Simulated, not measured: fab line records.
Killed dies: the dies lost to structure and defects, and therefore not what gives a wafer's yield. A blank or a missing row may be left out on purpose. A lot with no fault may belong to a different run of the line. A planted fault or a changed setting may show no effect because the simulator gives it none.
fab line records + flow sky130
record:
- lots: 5
- wafers: 15
- last_day: 50
route steps=708 shown VIA1@470 METAL2@483 PAD_OPEN@708
lots with no fault: from the same line, run without faults
start_h: the number of hours between the record's first day and the start of the first shown wafer of the lot + wait_h: how many hours have passed since the lot's step before this one + " repeats the value in the row above + L1.1+2: a row that stands for several wafers + - value missing, or start not given + * or withheld: withheld + < > ~ a bound
route shown NAME@n: NAME is a module with steps in the file, n the number in the route of the first one + usual: mean/standard deviation of fault-free wafers + same: alike in all rows + chamber/n: place in a boat + sites: the reading at each site + _std_site: their standard deviation + _edge_site: outer sites' mean less inner sites' + radius_mm: how far each site lies from the wafer's centre + mask NAME#n: copy n + behind: the tool/chamber that last shaped the wafer + hold: why the lot went on hold/how many hours it stayed there/how the hold came to an end + device: transistor that didn't switch, given as n, p or np + end of line: tests of these same wafers at the route's end + a step given without rows: its recipe and nothing more + killed: dies lost to structure and defects at the first sort, not the wafer's yield + map: per-die view of a wafer (x killed, . not killed, _ where there is no die)
set.NAME: the setting the step ran with; set.NAME@STEP: the setting that earlier step ran with + model.NAME: the simulator's own value behind a step, which no gauge read
lots at some steps of the route; a table a step, a row a wafer
services: a tool's chamber out of use, with start hour (start_h, from the record's first day; less than 0 if before it), hours out, and reason
== steps ==
step: SKY_VIA1_CD_MEAS_12
recipe:
- target_cd_nm: 150
usual:
- cd_nm: 150.0/1.8
| lot.wafer | tool      | chamber | start_h | wait_h | cd_nm |
|-----------|-----------|---------|---------|--------|-------|
| L702.2    | cd_sem-01 | -       | 807.47  | -      | 152.8 |
| L702.4    | "         | -       | "       | "      | 151.1 |
| L702.5    | "         | -       | "       | "      | 153.8 |
| L703.4    | cd_sem-02 | -       | 813.81  | -      | 150.2 |
| L703.5    | "         | -       | "       | "      | 150.8 |
| L703.6    | "         | -       | "       | "      | 149.8 |
| L706.4    | cd_sem-01 | -       | 838.44  | -      | 147.4 |
| L706.5    | "         | -       | "       | "      | 146.9 |
| L706.6    | "         | -       | "       | "      | 149.3 |
| L708.1    | cd_sem-01 | -       | 852.83  | -      | 148.9 |
| L708.2    | "         | -       | "       | "      | 150.5 |
| L708.5    | "         | -       | "       | "      | 150.3 |
| L721.2    | cd_sem-02 | -       | 939.60  | -      | 150.1 |
| L721.4    | "         | -       | "       | "      | 150.8 |
| L721.5    | "         | -       | "       | "      | 152.5 |
step: SKY_VIA1_OVL_MEAS_13
usual:
- VIA1_OVL: -1/4.7
| lot.wafer | tool       | chamber | start_h | wait_h | VIA1_OVL[nm] |
|-----------|------------|---------|---------|--------|--------------|
| L702.2    | overlay-02 | -       | 807.57  | 0.1    | -6           |
| L702.4    | "          | -       | "       | "      | -3           |
| L702.5    | "          | -       | "       | "      | -6           |
| L703.4    | overlay-01 | -       | 813.88  | 0.1    | -4           |
| L703.5    | "          | -       | "       | "      | -2           |
| L703.6    | "          | -       | "       | "      | -11          |
| L706.4    | overlay-01 | -       | 838.52  | 0.1    | 4            |
| L706.5    | "          | -       | "       | "      | 3            |
| L706.6    | "          | -       | "       | "      | 7            |
| L708.1    | overlay-01 | -       | 852.95  | 0.1    | 3            |
| L708.2    | "          | -       | "       | "      | 4            |
| L708.5    | "          | -       | "       | "      | 3            |
| L721.2    | overlay-01 | -       | 939.71  | 0.1    | 2            |
| L721.4    | "          | -       | "       | "      | 4            |
| L721.5    | "          | -       | "       | "      | 1            |
step: SKY_VIA1_ETCH_14
recipe:
- chemistry: N2/H2
- target: BARC
- ion_energy_ev: 200
- source_w: 500
- bias_w: 100
- pressure_mtorr: 30
- n2_flow_sccm: 100
- h2_flow_sccm: 200
- stop_on: SiO2
- time_s: 45.9
- target_depth_a: 600
usual:
- chamber_pressure_mTorr: 30.000/0.025
- drypump_motor_current_A: 5.9/0.56
- oes_product_au: 0.854/0.0048
- throttle_valve_pct: 13.226/0.0085
| lot.wafer | tool        | chamber | start_h | wait_h | chamber_pressure_mTorr | drypump_motor_current_A | oes_product_au | rf_hours_counter_h | throttle_valve_pct |
|-----------|-------------|---------|---------|--------|------------------------|-------------------------|----------------|--------------------|--------------------|
| L702.2    | rie_diel-03 | 3       | 807.60  | 0.0    | 30.067                 | 6.1                     | 0.851          | 7                  | 13.225             |
| L702.4    | "           | 2       | "       | "      | 30.007                 | 5.9                     | 0.850          | 2                  | 13.214             |
| L702.5    | "           | 1       | "       | "      | 29.997                 | 6.9                     | 0.852          | -                  | 13.222             |
| L703.4    | rie_diel-03 | 3       | 813.90  | 0.0    | 30.054                 | 6.1                     | 0.863          | 7                  | 13.222             |
| L703.5    | "           | 1       | "       | "      | 30.014                 | 6.8                     | 0.863          | -                  | 13.219             |
| L703.6    | "           | 0       | "       | "      | 29.951                 | 5.6                     | 0.857          | -                  | 13.215             |
| L706.4    | rie_diel-03 | 3       | 838.53  | 0.0    | 30.007                 | 6.1                     | 0.854          | 8                  | 13.225             |
| L706.5    | "           | 2       | "       | "      | 29.982                 | 5.9                     | 0.860          | -                  | 13.215             |
| L706.6    | "           | 1       | "       | "      | 30.005                 | 6.8                     | 0.853          | -                  | 13.221             |
| L708.1    | rie_diel-02 | 2       | 852.98  | 0.0    | 29.996                 | 6.2                     | 0.857          | 2                  | 13.238             |
| L708.2    | "           | 3       | "       | "      | 29.982                 | 5.5                     | 0.858          | 16                 | 13.233             |
| L708.5    | "           | 0       | "       | "      | 30.012                 | 5.0                     | 0.854          | -                  | 13.231             |
| L721.2    | rie_diel-02 | 3       | 939.74  | 0.0    | 30.004                 | 5.5                     | 0.850          | 18                 | 13.226             |
| L721.4    | "           | 1       | "       | "      | 29.992                 | 4.9                     | 0.856          | -                  | 13.232             |
| L721.5    | "           | 2       | "       | "      | 29.991                 | 6.1                     | 0.851          | -                  | 13.223             |
step: SKY_VIA1_ETCH_15
recipe:
- target: SiO2
- chemistry: C4F8/O2/Ar
- target_depth_nm: 351
- stop_on: TiN
- mask_material: KrF-thick
- source_w: 1500
- bias_w: 1200
- pressure_mtorr: 40
- c4f8_flow_sccm: withheld
- O2_flow_sccm: 6
- Ar_flow_sccm: 300
- time_s: 54
usual:
- chamber_pressure_mTorr: 40.01/0.053
- oes_product_au: 0.981/0.006
| lot.wafer | tool        | chamber | start_h | wait_h | chamber_pressure_mTorr | oes_product_au | rf_hours_counter_h |
|-----------|-------------|---------|---------|--------|------------------------|----------------|--------------------|
| L702.2    | rie_diel-03 | 3       | 807.64  | 0.0    | 40.01                  | 0.992          | 7                  |
| L702.4    | "           | 2       | "       | "      | 40.05                  | 0.977          | 2                  |
| L702.5    | "           | 1       | "       | "      | 40.01                  | 0.987          | -                  |
| L703.4    | rie_diel-03 | 3       | 813.94  | 0.0    | 40.01                  | 0.986          | 7                  |
| L703.5    | "           | 1       | "       | "      | 40.02                  | 0.989          | -                  |
| L703.6    | "           | 0       | "       | "      | 40.01                  | 0.981          | -                  |
| L706.4    | rie_diel-03 | 3       | 838.58  | 0.0    | 40.00                  | 0.986          | 8                  |
| L706.5    | "           | 2       | "       | "      | 40.04                  | 0.978          | -                  |
| L706.6    | "           | 1       | "       | "      | 39.95                  | 0.983          | -                  |
| L708.1    | rie_diel-02 | 2       | 853.03  | 0.0    | 40.06                  | 0.982          | 2                  |
| L708.2    | "           | 3       | "       | "      | 40.03                  | 0.988          | 16                 |
| L708.5    | "           | 0       | "       | "      | 40.01                  | 0.978          | -                  |
| L721.2    | rie_diel-02 | 3       | 939.78  | 0.0    | 40.01                  | 0.980          | 18                 |
| L721.4    | "           | 1       | "       | "      | 40.02                  | 0.982          | -                  |
| L721.5    | "           | 2       | "       | "      | 39.98                  | 0.989          | -                  |
step: SKY_VIA1_STRIP_16
recipe:
- chemistry: O2/N2
- power_w: 1400
- pressure_mtorr: 1500
- platen_temp_c: withheld
- o2_flow_sccm: 3000
- n2_flow_sccm: 300
- overash_fraction: 0.5
usual:
- chamber_pressure_mTorr: 1500.0/1.4
- drypump_motor_current_A: 6.1/0.32
- oes_product_au: 0.415/0.0046
- strip_time_to_endpoint_s: 4.458/0.023
| lot.wafer | tool            | chamber | start_h | wait_h | chamber_pressure_mTorr | drypump_motor_current_A | oes_product_au | rf_hours_counter_h | strip_time_to_endpoint_s |
|-----------|-----------------|---------|---------|--------|------------------------|-------------------------|----------------|--------------------|--------------------------|
| L702.2    | plasma_asher-01 | 0       | 807.69  | 0.0    | 1498.2                 | 6.5                     | 0.414          | 39                 | 4.428                    |
| L702.4    | "               | 0       | "       | "      | 1499.7                 | 6.5                     | 0.412          | -                  | 4.475                    |
| L702.5    | "               | 0       | "       | "      | 1498.5                 | 6.5                     | 0.416          | -                  | 4.437                    |
| L703.4    | plasma_asher-01 | 0       | 814.02  | 0.1    | 1502.3                 | 6.5                     | 0.418          | -                  | 4.422                    |
| L703.5    | "               | 0       | "       | "      | 1499.2                 | 6.5                     | 0.411          | -                  | 4.423                    |
| L703.6    | "               | 1       | "       | "      | 1501.8                 | 5.7                     | 0.415          | -                  | 4.463                    |
| L706.4    | plasma_asher-04 | 1       | 838.66  | 0.1    | 1499.3                 | 6.0                     | 0.417          | -                  | 4.471                    |
| L706.5    | "               | 0       | "       | "      | 1500.5                 | 6.5                     | 0.411          | -                  | 4.510                    |
| L706.6    | "               | 1       | "       | "      | 1499.0                 | 6.0                     | 0.422          | -                  | 4.458                    |
| L708.1    | plasma_asher-04 | 0       | 853.07  | 0.0    | 1499.6                 | 6.5                     | 0.413          | 104                | 4.470                    |
| L708.2    | "               | 1       | "       | "      | 1499.6                 | 6.0                     | 0.410          | 104                | 4.447                    |
| L708.5    | "               | 0       | "       | "      | 1501.3                 | 6.5                     | 0.418          | -                  | 4.467                    |
| L721.2    | plasma_asher-03 | 1       | 939.82  | 0.0    | 1499.9                 | 5.7                     | 0.421          | 17                 | 4.446                    |
| L721.4    | "               | 1       | "       | "      | 1500.0                 | 5.7                     | 0.420          | -                  | 4.427                    |
| L721.5    | "               | 0       | "       | "      | 1498.6                 | 6.1                     | 0.408          | -                  | 4.429                    |
step: SKY_VIA1_STRIP_17
recipe:
- chemistry: post_etch_residue_remover
- time_s: 1200
- temp_c: 72.5
step: SKY_VIA1_CLEAN_18
recipe:
- chemistry: IPA
- time_s: 180
- temp_c: 25
step: SKY_VIA1_CLEAN_19
recipe:
- chemistry: O3/DIW
- dry: n2_spin
step: SKY_VIA1_SPUTTER_20
recipe:
- material: TiN
- target_thk_nm: 20
- chamber_pressure_pa: 5
- power_w: 4000
- time_s: 80
step: SKY_VIA1_CVD_21
recipe:
- material: W
- target_thk_nm: 270
- time_s: 80.902
- temp_c: 400
- pressure_torr: 40
usual:
- heater_power_w: 811/70
| lot.wafer | tool     | chamber | start_h | wait_h | heater_power_w |
|-----------|----------|---------|---------|--------|----------------|
| L702.2    | cvd_w-02 | 0       | 808.34  | 0.0    | 782            |
| L702.4    | "        | 0       | "       | "      | 777            |
| L702.5    | "        | 1       | "       | "      | 837            |
| L703.4    | cvd_w-01 | 0       | 814.68  | 0.1    | 864            |
| L703.5    | "        | 1       | "       | "      | 724            |
| L703.6    | "        | 0       | "       | "      | 873            |
| L706.4    | cvd_w-02 | 1       | 839.31  | 0.0    | 872            |
| L706.5    | "        | 0       | "       | "      | 793            |
| L706.6    | "        | 1       | "       | "      | 865            |
| L708.1    | cvd_w-01 | 1       | 853.73  | 0.0    | 742            |
| L708.2    | "        | 0       | "       | "      | 895            |
| L708.5    | "        | 1       | "       | "      | 741            |
| L721.2    | cvd_w-01 | 0       | 940.48  | 0.0    | 895            |
| L721.4    | "        | 1       | "       | "      | 671            |
| L721.5    | "        | 0       | "       | "      | 903            |
step: SKY_VIA1_RS_MEAS_22
recipe:
- thk_meas_gauge: four-point-probe
- reads: W_of_VIA1_CVD_21+TiN_of_VIA1_SPUTTER_20
usual:
- VIA1_W_RS: 0.425/0.0049
| lot.wafer | tool          | chamber | start_h | wait_h | VIA1_W_RS[ohm/sq] |
|-----------|---------------|---------|---------|--------|-------------------|
| L702.2    | film_metro-02 | -       | 808.46  | 0.1    | 0.421             |
| L702.4    | "             | -       | "       | "      | 0.424             |
| L702.5    | "             | -       | "       | "      | 0.417             |
| L703.4    | film_metro-01 | -       | 814.80  | 0.1    | 0.418             |
| L703.5    | "             | -       | "       | "      | 0.428             |
| L703.6    | "             | -       | "       | "      | 0.421             |
| L706.4    | film_metro-04 | -       | 839.43  | 0.1    | 0.418             |
| L706.5    | "             | -       | "       | "      | 0.419             |
| L706.6    | "             | -       | "       | "      | 0.416             |
| L708.1    | film_metro-01 | -       | 853.82  | 0.1    | 0.425             |
| L708.2    | "             | -       | "       | "      | 0.427             |
| L708.5    | "             | -       | "       | "      | 0.424             |
| L721.2    | film_metro-01 | -       | 940.59  | 0.1    | 0.430             |
| L721.4    | "             | -       | "       | "      | 0.428             |
| L721.5    | "             | -       | "       | "      | 0.423             |
step: SKY_VIA1_THK_MEAS_23
recipe:
- thk_meas_gauge: xrf
- reads: W_of_VIA1_CVD_21
usual:
- VIA1_W_THK: 267/3.7
| lot.wafer | tool          | chamber | start_h | wait_h | VIA1_W_THK[nm] |
|-----------|---------------|---------|---------|--------|----------------|
| L702.2    | film_metro-02 | -       | 808.57  | 0.1    | 269            |
| L702.4    | "             | -       | "       | "      | 269            |
| L702.5    | "             | -       | "       | "      | 272            |
| L703.4    | film_metro-01 | -       | 814.89  | 0.1    | 268            |
| L703.5    | "             | -       | "       | "      | 263            |
| L703.6    | "             | -       | "       | "      | 265            |
| L706.4    | film_metro-04 | -       | 839.52  | 0.1    | 272            |
| L706.5    | "             | -       | "       | "      | 272            |
| L706.6    | "             | -       | "       | "      | 273            |
| L708.1    | film_metro-01 | -       | 853.94  | 0.1    | 265            |
| L708.2    | "             | -       | "       | "      | 265            |
| L708.5    | "             | -       | "       | "      | 267            |
| L721.2    | film_metro-01 | -       | 940.70  | 0.1    | 263            |
| L721.4    | "             | -       | "       | "      | 263            |
| L721.5    | "             | -       | "       | "      | 265            |
step: SKY_VIA1_CMP_24
recipe:
- stop_on: SiO2
- t_overpolish_s: 15
- down_force_psi: 3.5
- platen_rpm: 60
- target_thk_nm: 0
- pad_velocity_m_s: 0.94248
usual:
- motor_current_A: 10.5/1.2
- overpolish_run_s: 14.999/0.0094
- retaining_ring_pressure_frac: 1.000/0.0045
- t_overpolish_s: 15/0
- time_to_endpoint_s: 64/3.4
| lot.wafer | tool   | chamber | start_h | wait_h | motor_current_A | overpolish_run_s | retaining_ring_pressure_frac | t_overpolish_s | time_to_endpoint_s |
|-----------|--------|---------|---------|--------|-----------------|------------------|------------------------------|----------------|--------------------|
| L702.2    | cmp-02 | 2       | 808.67  | 0.1    | 13.0            | 14.990           | 1.001                        | 15             | 64                 |
| L702.4    | "      | 0       | "       | "      | 11.5            | 15.020           | 0.997                        | 15             | 71                 |
| L702.5    | "      | 2       | "       | "      | 12.8            | 14.996           | 0.999                        | 15             | 63                 |
| L703.4    | cmp-01 | 3       | 814.97  | 0.1    | 9.3             | 14.997           | 0.999                        | 15             | 70                 |
| L703.6    | "      | 2       | "       | "      | 10.8            | 15.001           | 0.996                        | 15             | 65                 |
| L703.5    | "      | 3       | "       | "      | 9.9             | 15.012           | 0.993                        | 15             | 67                 |
| L706.4    | cmp-02 | 1       | 839.55  | 0.0    | 8.9             | 14.994           | 1.011                        | 15             | 66                 |
| L706.5    | "      | 1       | "       | "      | 9.4             | 14.998           | 1.004                        | 15             | 64                 |
| L706.6    | "      | 2       | "       | "      | 13.0            | 14.990           | 1.000                        | 15             | 60                 |
| L708.2    | cmp-02 | 0       | 854.00  | 0.0    | 11.0            | 14.992           | 0.993                        | 15             | 67                 |
| L708.1    | "      | 2       | "       | "      | 13.3            | 15.002           | 0.994                        | 15             | 62                 |
| L708.5    | "      | 0       | "       | "      | 11.2            | 15.000           | 0.998                        | 15             | 65                 |
| L721.2    | cmp-01 | 0       | 940.75  | 0.0    | 9.0             | 17.009           | 0.993                        | 17.009         | 69                 |
| L721.4    | "      | 1       | "       | "      | 10.2            | 15.012           | 1.005                        | 15             | 67                 |
| L721.5    | "      | 0       | "       | "      | 9.3             | 17.000           | 0.998                        | 17.009         | 68                 |
step: SKY_METAL2_SPUTTER_00
recipe:
- material: Ti
- target_thk_nm: 15
- power_w: 3000
- time_s: 10
- chamber_pressure_pa: 0.4
usual:
- throttle_valve_pct: 30.1/0.78
| lot.wafer | tool           | chamber | start_h | wait_h | throttle_valve_pct |
|-----------|----------------|---------|---------|--------|--------------------|
| L702.2    | pvd_sputter-03 | -       | 808.92  | 0.2    | 30.8               |
| L702.4    | "              | -       | "       | "      | 30.8               |
| L702.5    | "              | -       | "       | "      | 30.6               |
| L703.4    | pvd_sputter-03 | -       | 815.22  | 0.2    | 30.5               |
| L703.5    | "              | -       | "       | "      | 30.6               |
| L703.6    | "              | -       | "       | "      | 30.7               |
| L706.4    | pvd_sputter-04 | -       | 839.85  | 0.2    | 29.6               |
| L706.5    | "              | -       | "       | "      | 29.7               |
| L706.6    | "              | -       | "       | "      | 31.1               |
| L708.1    | pvd_sputter-04 | -       | 854.30  | 0.1    | 31.2               |
| L708.2    | "              | -       | "       | "      | 30.3               |
| L708.5    | "              | -       | "       | "      | 30.0               |
| L721.2    | pvd_sputter-04 | -       | 941.05  | 0.2    | 30.9               |
| L721.4    | "              | -       | "       | "      | 30.5               |
| L721.5    | "              | -       | "       | "      | 30.8               |
step: SKY_PAD_OPEN_PROBE_99
usual:
- defect_limited_yield: 82.3/2.2
- killed_at_M0_to_M3: 43/7.3
- killed_at_M4_up: 3.2/1.9
- killed_at_contacts: 25/5.4
- killed_at_front_end: 16/4.4
- killed_at_other: 0.4/0.66
- killed_dies: 87/11
- killed_open: 48/7.9
- killed_short: 39/6.5
- sort_bin_3_pad_short: 0.8/0.43
- sort_bin_5_function: 10.5/1.6
- sort_bin_6_memory: 6.4/1.2
- sort_n_pass: 405/11
- sort_yield_pct: 82.3/2.2
same:
- gross_dies: 492
- killed_at_back_side: 0
- sort_bin_4_leakage[%]: 0
- sort_bin_8_speed[%]: 0
| lot.wafer | tool      | chamber | start_h | wait_h | defect_limited_yield[%] | killed_at_M0_to_M3 | killed_at_M4_up | killed_at_contacts | killed_at_front_end | killed_at_other | killed_dies | killed_open | killed_short | sort_bin_3_pad_short[%] | sort_bin_5_function[%] | sort_bin_6_memory[%] | sort_n_pass | sort_yield_pct[%] |
|-----------|-----------|---------|---------|--------|-------------------------|--------------------|-----------------|--------------------|---------------------|-----------------|-------------|-------------|--------------|-------------------------|------------------------|----------------------|-------------|-------------------|
| L702.2    | prober-02 | -       | 1090.87 | 0.1    | 84.6                    | 36                 | 4               | 22                 | 14                  | 0               | 76          | 41          | 35           | 1.0                     | 9.1                    | 5.3                  | 416         | 84.6              |
| L702.4    | prober-02 | -       | 1090.97 | 0.2    | 84.6                    | 34                 | 5               | 20                 | 17                  | 0               | 76          | 46          | 28           | 0.6                     | 8.5                    | 6.3                  | 416         | 84.6              |
| L702.5    | prober-02 | -       | 1091.02 | 0.2    | 83.5                    | 43                 | 5               | 20                 | 12                  | 1               | 81          | 36          | 44           | 0.2                     | 8.9                    | 7.3                  | 411         | 83.5              |
| L703.4    | prober-01 | -       | 1096.75 | 0.2    | 85.6                    | 35                 | 3               | 23                 | 10                  | 0               | 71          | 40          | 31           | 0.6                     | 7.5                    | 6.3                  | 421         | 85.6              |
| L703.5    | prober-01 | -       | 1096.80 | 0.2    | 82.5                    | 53                 | 4               | 21                 | 8                   | 0               | 86          | 51          | 35           | 0.4                     | 11.8                   | 5.3                  | 406         | 82.5              |
| L703.6    | prober-01 | -       | 1096.85 | 0.2    | 79.1                    | 56                 | 3               | 29                 | 15                  | 0               | 103         | 52          | 51           | 0.8                     | 12.4                   | 7.7                  | 389         | 79.1              |
| L706.4    | prober-01 | -       | 1115.77 | 0.2    | 84.6                    | 41                 | 2               | 24                 | 9                   | 0               | 76          | 43          | 33           | 0.2                     | 10.6                   | 4.7                  | 416         | 84.6              |
| L706.5    | prober-01 | -       | 1115.82 | 0.2    | 86.4                    | 37                 | 2               | 18                 | 10                  | 0               | 67          | 39          | 28           | 0.6                     | 7.5                    | 5.5                  | 425         | 86.4              |
| L706.6    | prober-01 | -       | 1115.87 | 0.2    | 83.7                    | 45                 | 1               | 20                 | 13                  | 1               | 80          | 47          | 33           | 1.6                     | 10.4                   | 4.3                  | 412         | 83.7              |
| L708.1    | prober-02 | -       | 1129.66 | 0.1    | 80.5                    | 42                 | 5               | 33                 | 16                  | 0               | 96          | 62          | 34           | 0.4                     | 12.2                   | 6.9                  | 396         | 80.5              |
| L708.2    | prober-02 | -       | 1129.71 | 0.1    | 81.7                    | 48                 | 2               | 28                 | 12                  | 0               | 90          | 55          | 35           | 1.2                     | 10.2                   | 6.9                  | 402         | 81.7              |
| L708.5    | prober-02 | -       | 1129.86 | 0.2    | 81.1                    | 39                 | 5               | 32                 | 17                  | 0               | 93          | 44          | 49           | 1.4                     | 12.2                   | 5.3                  | 399         | 81.1              |
| L721.2    | prober-02 | -       | 1189.51 | 0.1    | 84.3                    | 37                 | 2               | 23                 | 14                  | 1               | 77          | 42          | 35           | 0.4                     | 7.1                    | 8.1                  | 415         | 84.3              |
| L721.4    | prober-02 | -       | 1189.61 | 0.2    | 85.8                    | 32                 | 3               | 27                 | 8                   | 0               | 70          | 41          | 29           | 0.8                     | 9.6                    | 3.9                  | 422         | 85.8              |
| L721.5    | prober-02 | -       | 1189.66 | 0.2    | 86.0                    | 30                 | 4               | 19                 | 16                  | 0               | 69          | 33          | 36           | 0.4                     | 8.9                    | 4.7                  | 423         | 86.0              |
killed by level:class
L702.2 VIA3:geometric_particle:open=7 VIA1:geometric_particle:open=6 CONTACT:geometric_particle:open=6 CONTACT:geometric_particle:short=6 VIA2:geometric_particle:short=6 FIELD_ISO:geometric_particle:open=5 METAL2:geometric_particle:short=5 LOCAL_INTERCONNECT:geometric_particle:short=4
L702.4 LI_CONTACT:geometric_particle:open=10 VIA1:geometric_particle:open=8 VIA3:geometric_particle:open=6 VIA2:geometric_particle:open=6 CONTACT:geometric_particle:open=5 FIELD_ISO:geometric_particle:short=4 POLY_GATE:geometric_particle:short=4 VIA1:geometric_particle:short=4
L702.5 METAL2:geometric_particle:short=10 LI_CONTACT:geometric_particle:open=7 VIA1:geometric_particle:open=7 CONTACT:geometric_particle:short=6 METAL1:geometric_particle:short=6 VIA2:geometric_particle:open=5 VIA1:geometric_particle:short=5 FIELD_ISO:geometric_particle:short=4
L703.4 VIA1:geometric_particle:open=11 CONTACT:geometric_particle:open=11 VIA1:geometric_particle:short=7 LI_CONTACT:geometric_particle:open=6 CONTACT:geometric_particle:short=5 METAL2:geometric_particle:short=4 FIELD_ISO:geometric_particle:short=3 METAL4:geometric_particle:short=3
L703.5 CONTACT:geometric_particle:open=14 METAL2:geometric_particle:short=11 VIA1:geometric_particle:open=10 VIA2:geometric_particle:open=9 VIA3:geometric_particle:open=7 POLY_GATE:geometric_particle:open=4 VIA1:geometric_particle:short=4 LI_CONTACT:geometric_particle:open=3
L703.6 VIA3:geometric_particle:open=11 VIA1:geometric_particle:open=11 CONTACT:geometric_particle:open=9 METAL1:geometric_particle:short=8 LI_CONTACT:geometric_particle:open=7 METAL2:geometric_particle:short=7 POLY_GATE:geometric_particle:short=5 FIELD_ISO:geometric_particle:open=4
L706.4 CONTACT:geometric_particle:open=9 VIA1:geometric_particle:open=8 VIA3:geometric_particle:open=8 METAL1:geometric_particle:short=7 VIA1:geometric_particle:short=7 LI_CONTACT:geometric_particle:short=5 LI_CONTACT:geometric_particle:open=5 VIA2:geometric_particle:open=5
L706.5 CONTACT:geometric_particle:open=9 VIA1:geometric_particle:open=7 METAL2:geometric_particle:short=6 VIA1:geometric_particle:short=5 LI_CONTACT:geometric_particle:open=5 METAL1:geometric_particle:open=4 VIA3:geometric_particle:open=4 METAL1:geometric_particle:short=3
L706.6 VIA1:geometric_particle:open=10 CONTACT:geometric_particle:open=8 VIA3:geometric_particle:open=7 VIA1:geometric_particle:short=7 FIELD_ISO:geometric_particle:open=6 VIA2:geometric_particle:open=6 LI_CONTACT:geometric_particle:open=5 CONTACT:geometric_particle:short=5
L708.1 CONTACT:geometric_particle:open=20 VIA1:geometric_particle:open=12 VIA2:geometric_particle:open=9 LI_CONTACT:geometric_particle:open=7 METAL1:geometric_particle:short=6 FIELD_ISO:geometric_particle:open=5 FIELD_ISO:geometric_particle:short=4 METAL4:geometric_particle:short=4
L708.2 VIA1:geometric_particle:open=18 LI_CONTACT:geometric_particle:open=12 CONTACT:geometric_particle:short=7 CONTACT:geometric_particle:open=7 METAL1:geometric_particle:short=5 METAL2:geometric_particle:short=5 VIA1:geometric_particle:short=4 METAL2:geometric_particle:open=4
L708.5 CONTACT:geometric_particle:open=11 LI_CONTACT:geometric_particle:open=9 VIA1:geometric_particle:short=9 VIA1:geometric_particle:open=8 METAL2:geometric_particle:short=7 FIELD_ISO:geometric_particle:short=6 CONTACT:geometric_particle:short=6 FIELD_ISO:geometric_particle:open=4
L721.2 LI_CONTACT:geometric_particle:open=11 VIA2:geometric_particle:open=7 METAL2:geometric_particle:short=6 METAL1:geometric_particle:short=6 VIA1:geometric_particle:open=6 FIELD_ISO:geometric_particle:open=5 CONTACT:geometric_particle:open=5 VIA1:geometric_particle:short=5
L721.4 CONTACT:geometric_particle:open=12 VIA2:geometric_particle:open=8 LI_CONTACT:geometric_particle:open=6 VIA1:geometric_particle:open=5 METAL1:geometric_particle:short=4 VIA3:geometric_particle:open=4 VIA3:geometric_particle:short=4 LOCAL_INTERCONNECT:geometric_particle:short=3
L721.5 CONTACT:geometric_particle:open=7 VIA1:geometric_particle:open=6 METAL2:geometric_particle:short=6 FIELD_ISO:geometric_particle:open=4 POLY_GATE:geometric_particle:short=4 CONTACT:geometric_particle:short=4 METAL1:geometric_particle:short=4 VIA3:geometric_particle:open=3
== services ==
| tool            | chamber | start_h | hours | kind       |
|-----------------|---------|---------|-------|------------|
| plasma_asher-03 | -       | 788.06  | 2.8   | pm         |
| cmp-02          | -       | 801.89  | 5.1   | repair     |
| cvd_w-02        | 0       | 817.50  | 5.8   | repair     |
| cmp-01          | -       | 820.14  | 0.9   | repair     |
| rie_diel-02     | 0       | 820.93  | 12.0  | repair     |
| cmp-01          | -       | 820.98  | 0.3   | repair     |
| plasma_asher-03 | -       | 831.59  | 2.0   | repair     |
| plasma_asher-03 | -       | 833.76  | 28.1  | pm         |
| cmp-01          | -       | 839.81  | 2.3   | repair     |
| cmp-02          | -       | 842.43  | 0.9   | repair     |
| plasma_asher-01 | -       | 846.96  | 0.4   | repair     |
| cmp-01          | -       | 856.67  | 0.2   | repair     |
| cmp-01          | -       | 858.48  | 1.2   | repair     |
| cvd_w-01        | 1       | 863.86  | 2.7   | repair     |
| cmp-02          | -       | 865.20  | 0.8   | repair     |
| cvd_w-01        | 1       | 895.32  | 3.9   | repair     |
| cmp-01          | -       | 902.00  | 2.3   | repair     |
| cvd_w-01        | -       | 904.00  | 14.0  | pm         |
| cvd_w-01        | 0       | 904.00  | 14.0  | vent_cycle |
| rie_diel-03     | 1       | 904.82  | 6.8   | repair     |
| cmp-02          | -       | 909.80  | 6.0   | pm         |
| cmp-02          | -       | 915.81  | 4.0   | pm         |
| rie_diel-02     | 0       | 935.89  | 9.9   | repair     |
| cvd_w-02        | -       | 937.02  | 6.9   | pm         |
== key ==
first_sign:
- step: SKY_VIA1_CMP_24
- reading: t_overpolish_s
- direction: up
- sigmas: 99+
- usual: 15
- struck: 17.009
effect:
- step: SKY_VIA1_CMP_24
- reading: overpolish_run_s
- direction: up
- sigmas: 99+
- usual: 14.999
- struck: 17.004
met_at SKY_VIA1_CMP_24
struck_wafers L721.2,L721.5
fault:
- kind: process_parameter_drift
- tool: cmp-01
- chamber: 0
- onset_h: 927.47
- steps: SKY_VIA1_CMP_24
- channel: t_overpolish_s
- offset: 2.0086
- shape: step
- end_h: 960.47
- acts_in: these_recipes_only
- stated: 15
